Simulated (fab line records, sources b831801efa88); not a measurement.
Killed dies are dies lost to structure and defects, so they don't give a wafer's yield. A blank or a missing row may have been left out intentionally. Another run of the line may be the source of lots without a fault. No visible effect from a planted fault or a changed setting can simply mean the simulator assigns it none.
The tool behind it: which one? || flow gf180mcu || 39 wafers from 13 lots sampled at 5 of the route's 602 steps

== WHAT THE GAUGES SHOWED, per wafer ==
GF_CONTACT_THK_MEAS_26: measures by xrf.
{"lot": "L436", "measured": "day 16 16:53", "on": "film metro-04", "CONTACT_W_THK (nm)": "295 301 295"}
{"lot": "L437", "measured": "day 17 06:53", "on": "film metro-01", "CONTACT_W_THK (nm)": "296 301 291"}
{"lot": "L438", "measured": "day 17 16:06", "on": "film metro-03", "CONTACT_W_THK (nm)": "300 302 293"}
{"lot": "L439", "measured": "day 17 23:01", "on": "film metro-01", "CONTACT_W_THK (nm)": "300 301 299"}
{"lot": "L440", "measured": "day 18 04:00", "on": "film metro-03", "CONTACT_W_THK (nm)": "293 295 294"}
{"lot": "L442", "measured": "day 18 20:26", "on": "film metro-03", "CONTACT_W_THK (nm)": "298 293 291"}
{"lot": "L443", "measured": "day 19 12:26", "on": "film metro-01", "CONTACT_W_THK (nm)": "293 292 298"}
{"lot": "L444", "measured": "day 19 18:27", "on": "film metro-01", "CONTACT_W_THK (nm)": "289 296 296"}
{"lot": "L445", "measured": "day 20 03:10", "on": "film metro-01", "CONTACT_W_THK (nm)": "300 295 295"}
{"lot": "L446", "measured": "day 20 15:01", "on": "film metro-01", "CONTACT_W_THK (nm)": "301 291 299"}
{"lot": "L447", "measured": "day 21 06:51", "on": "film metro-01", "CONTACT_W_THK (nm)": "294 292 293"}
{"lot": "L450", "measured": "day 22 06:22", "on": "film metro-04", "CONTACT_W_THK (nm)": "294 297 303"}
{"lot": "L452", "measured": "day 22 17:43", "on": "film metro-01", "CONTACT_W_THK (nm)": "294 299 299"}

GF_M1_OVL_MEAS_15.
{"lot": "L436", "measured": "day 17 16:49", "on": "overlay-02", "M1_OVL (nm)": "1 -6 0"}
{"lot": "L437", "measured": "day 18 05:49", "on": "overlay-01", "M1_OVL (nm)": "0 -4 -6"}
{"lot": "L438", "measured": "day 18 15:36", "on": "overlay-02", "M1_OVL (nm)": "-11 -6 -7"}
{"lot": "L439", "measured": "day 18 23:36", "on": "overlay-02", "M1_OVL (nm)": "-3 -1 -2"}
{"lot": "L440", "measured": "day 19 04:34", "on": "overlay-02", "M1_OVL (nm)": "3 -1 -1"}
{"lot": "L442", "measured": "day 19 20:31", "on": "overlay-01", "M1_OVL (nm)": "0 -6 1"}
{"lot": "L443", "measured": "day 20 12:30", "on": "overlay-02", "M1_OVL (nm)": "-3 -2 -12"}
{"lot": "L444", "measured": "day 20 19:18", "on": "overlay-02", "M1_OVL (nm)": "-6 2 -10"}
{"lot": "L445", "measured": "day 21 03:40", "on": "overlay-02", "M1_OVL (nm)": "1 -8 -7"}
{"lot": "L446", "measured": "day 21 15:22", "on": "overlay-02", "M1_OVL (nm)": "-8 -15 -10"}
{"lot": "L447", "measured": "day 22 07:08", "on": "overlay-02", "M1_OVL (nm)": "0 -1 -1"}
{"lot": "L450", "measured": "day 23 05:50", "on": "overlay-02", "M1_OVL (nm)": "-11 -3 -5"}
{"lot": "L452", "measured": "day 23 17:05", "on": "overlay-02", "M1_OVL (nm)": "-4 -2 0"}

GF_V1_THK_MEAS_03.
{"lot": "L436", "measured": "day 17 17:43", "on": "film metro-04", "V1_CVD_02_THK (nm)": "838 858 844"}
{"lot": "L437", "measured": "day 18 06:43", "on": "film metro-02", "V1_CVD_02_THK (nm)": "877 865 853"}
{"lot": "L438", "measured": "day 18 16:31", "on": "film metro-02", "V1_CVD_02_THK (nm)": "851 843 856"}
{"lot": "L439", "measured": "day 19 00:29", "on": "film metro-04", "V1_CVD_02_THK (nm)": "815 827 839"}
{"lot": "L440", "measured": "day 19 05:28", "on": "film metro-02", "V1_CVD_02_THK (nm)": "839 854 849"}
{"lot": "L442", "measured": "day 19 21:24", "on": "film metro-04", "V1_CVD_02_THK (nm)": "843 867 871"}
{"lot": "L443", "measured": "day 20 13:40", "on": "film metro-01", "V1_CVD_02_THK (nm)": "822 843 855"}
{"lot": "L444", "measured": "day 20 20:35", "on": "film metro-02", "V1_CVD_02_THK (nm)": "851 859 874"}
{"lot": "L445", "measured": "day 21 04:34", "on": "film metro-02", "V1_CVD_02_THK (nm)": "834 848 845"}
{"lot": "L446", "measured": "day 21 16:15", "on": "film metro-01", "V1_CVD_02_THK (nm)": "859 840 851"}
{"lot": "L447", "measured": "day 22 08:07", "on": "film metro-01", "V1_CVD_02_THK (nm)": "844 851 857"}
{"lot": "L450", "measured": "day 23 06:43", "on": "film metro-02", "V1_CVD_02_THK (nm)": "821 837 854"}
{"lot": "L452", "measured": "day 23 18:02", "on": "film metro-02", "V1_CVD_02_THK (nm)": "835 838 857"}

GF_V1_CD_MEAS_14: the cd target is 260 nm.
{"lot": "L436", "measured": "day 18 17:01", "on": "cd sem-02", "cd nm (nm)": "260.1 260.5 260.9"}
{"lot": "L437", "measured": "day 19 07:20", "on": "cd sem-02", "cd nm (nm)": "259.7 260.1 259.5"}
{"lot": "L438", "measured": "day 19 16:49", "on": "cd sem-01", "cd nm (nm)": "259.4 259.8 260.1"}
{"lot": "L439", "measured": "day 20 00:39", "on": "cd sem-02", "cd nm (nm)": "259.5 259.2 259.0"}
{"lot": "L440", "measured": "day 20 05:29", "on": "cd sem-02", "cd nm (nm)": "259.7 259.8 261.5"}
{"lot": "L442", "measured": "day 20 21:16", "on": "cd sem-02", "cd nm (nm)": "259.9 259.7 261.3"}
{"lot": "L443", "measured": "day 21 14:07", "on": "cd sem-01", "cd nm (nm)": "250.3 250.1 251.1"}
{"lot": "L444", "measured": "day 21 21:46", "on": "cd sem-02", "cd nm (nm)": "259.3 259.7 259.9"}
{"lot": "L445", "measured": "day 22 04:42", "on": "cd sem-02", "cd nm (nm)": "258.4 257.4 257.8"}
{"lot": "L446", "measured": "day 22 16:13", "on": "cd sem-01", "cd nm (nm)": "252.7 253.1 253.3"}
{"lot": "L447", "measured": "day 23 07:38", "on": "cd sem-01", "cd nm (nm)": "255.2 255.2 256.0"}
{"lot": "L450", "measured": "day 24 05:59", "on": "cd sem-01", "cd nm (nm)": "260.1 260.4 260.3"}
{"lot": "L452", "measured": "day 24 16:56", "on": "cd sem-01", "cd nm (nm)": "256.3 256.1 257.1"}

== WHAT TOOL EACH LOT RAN ON (gives the tool, then ch and the chambers of the sampled wafers, and finally the start) ==
{"lot": "L436", "GF_V1_EXPOSE_11": "krf scanner-01 ch 0, day 18 05:28"}
{"lot": "L437", "GF_V1_EXPOSE_11": "krf scanner-01 ch 0, day 18 19:12"}
{"lot": "L438", "GF_V1_EXPOSE_11": "krf scanner-01 ch 0, day 19 05:02"}
{"lot": "L439", "GF_V1_EXPOSE_11": "krf scanner-02 ch 0, day 19 12:44"}
{"lot": "L440", "GF_V1_EXPOSE_11": "krf scanner-01 ch 0, day 19 18:00"}
{"lot": "L442", "GF_V1_EXPOSE_11": "krf scanner-02 ch 0, day 20 09:35"}
{"lot": "L443", "GF_V1_EXPOSE_11": "krf scanner-02 ch 0, day 21 02:10"}
{"lot": "L444", "GF_V1_EXPOSE_11": "krf scanner-01 ch 0, day 21 09:45"}
{"lot": "L445", "GF_V1_EXPOSE_11": "krf scanner-01 ch 0, day 21 16:53"}
{"lot": "L446", "GF_V1_EXPOSE_11": "krf scanner-02 ch 0, day 22 04:32"}
{"lot": "L447", "GF_V1_EXPOSE_11": "krf scanner-02 ch 0, day 22 20:05"}
{"lot": "L450", "GF_V1_EXPOSE_11": "krf scanner-01 ch 0, day 23 18:37"}
{"lot": "L452", "GF_V1_EXPOSE_11": "krf scanner-02 ch 0, day 24 06:04"}
- GF_V1_EXPOSE_11: exposes mask Via1, target cd 260 nm.

== AS READ BY THE TOOLS THEMSELVES (means over the sampled wafers that have a number; for cases with no such wafer, the mark the record gives instead) ==
GF_V1_EXPOSE_11.
{"lot": "L436", "tool": "krf scanner-01", "exposure dose mJ cm2": 37.97, "stage vel mm s (mm/s)": 500.05}
{"lot": "L437", "tool": "krf scanner-01", "exposure dose mJ cm2": 37.98, "stage vel mm s (mm/s)": 499.90}
{"lot": "L438", "tool": "krf scanner-01", "exposure dose mJ cm2": 37.94, "stage vel mm s (mm/s)": 500.16}
{"lot": "L439", "tool": "krf scanner-02", "exposure dose mJ cm2": 37.92, "stage vel mm s (mm/s)": 500.07}
{"lot": "L440", "tool": "krf scanner-01", "exposure dose mJ cm2": 37.96, "stage vel mm s (mm/s)": 500.11}
{"lot": "L442", "tool": "krf scanner-02", "exposure dose mJ cm2": 37.91, "stage vel mm s (mm/s)": 499.78}
{"lot": "L443", "tool": "krf scanner-02", "exposure dose mJ cm2": 35.84, "stage vel mm s (mm/s)": 499.83}
{"lot": "L444", "tool": "krf scanner-01", "exposure dose mJ cm2": 37.92, "stage vel mm s (mm/s)": 499.91}
{"lot": "L445", "tool": "krf scanner-01", "exposure dose mJ cm2": 37.98, "stage vel mm s (mm/s)": 500.03}
{"lot": "L446", "tool": "krf scanner-02", "exposure dose mJ cm2": 36.27, "stage vel mm s (mm/s)": 500.26}
{"lot": "L447", "tool": "krf scanner-02", "exposure dose mJ cm2": 36.65, "stage vel mm s (mm/s)": 499.76}
{"lot": "L450", "tool": "krf scanner-01", "exposure dose mJ cm2": 37.89, "stage vel mm s (mm/s)": 499.87}
{"lot": "L452", "tool": "krf scanner-02", "exposure dose mJ cm2": 36.91, "stage vel mm s (mm/s)": 500.16}

== THE ANSWER, worked out from the rows above alone ==
Rule: what is usual is taken from the lots themselves. Put in order of their means at a reading, lots are off if they are a third of the lots or fewer, leave a main group of 4 or more, and stand apart from it by a gap of 3 or more times the standard deviation of the main group's means; of several such gaps the widest counts. Not used: any main group whose means are identical at the precision the tables above print for the reading. Also off: a lot with no number at a reading for which 4 or more lots have one. Any other lot the step has rows for is counted as sound. Order of review: gauges by route order, followed by the tools' own readings, for which a lot's mean as printed above is used. At the first step where some lot is off, the reading lying furthest off is the one used; lots without a number count as furthest.
Off: L443, L446, L447, L452, at GF_V1_EXPOSE_11 (exposure dose mJ cm2). The main group: mean 37.94, standard deviation 0.031.
If a tool, at that step or one of the process steps before it, ran each lot that is off and ran no sound lot following the first of them, it fits. One fits: krf scanner-02 at GF_V1_EXPOSE_11. A fault onset in the window from L442 (day 20 09:35, its last sound lot) to L443 (day 21 02:10, its first lot off) fits.
The tool's own readings at GF_V1_EXPOSE_11 bear it out: on the lots that are off they differ by more than 5 times the standard deviation of the sound lots' means. exposure dose mJ cm2 reads 36.42 there against 37.94 on the sound lots.

== WHAT THE SIMULATOR HAD PUT IN ==
Drift in process parameters on krf scanner-02 at GF_V1_EXPOSE_11, starting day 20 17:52. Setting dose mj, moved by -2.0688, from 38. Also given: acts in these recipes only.
Struck lots among those shown: L443, L446, L447, L452. This agrees with what the rule above found.
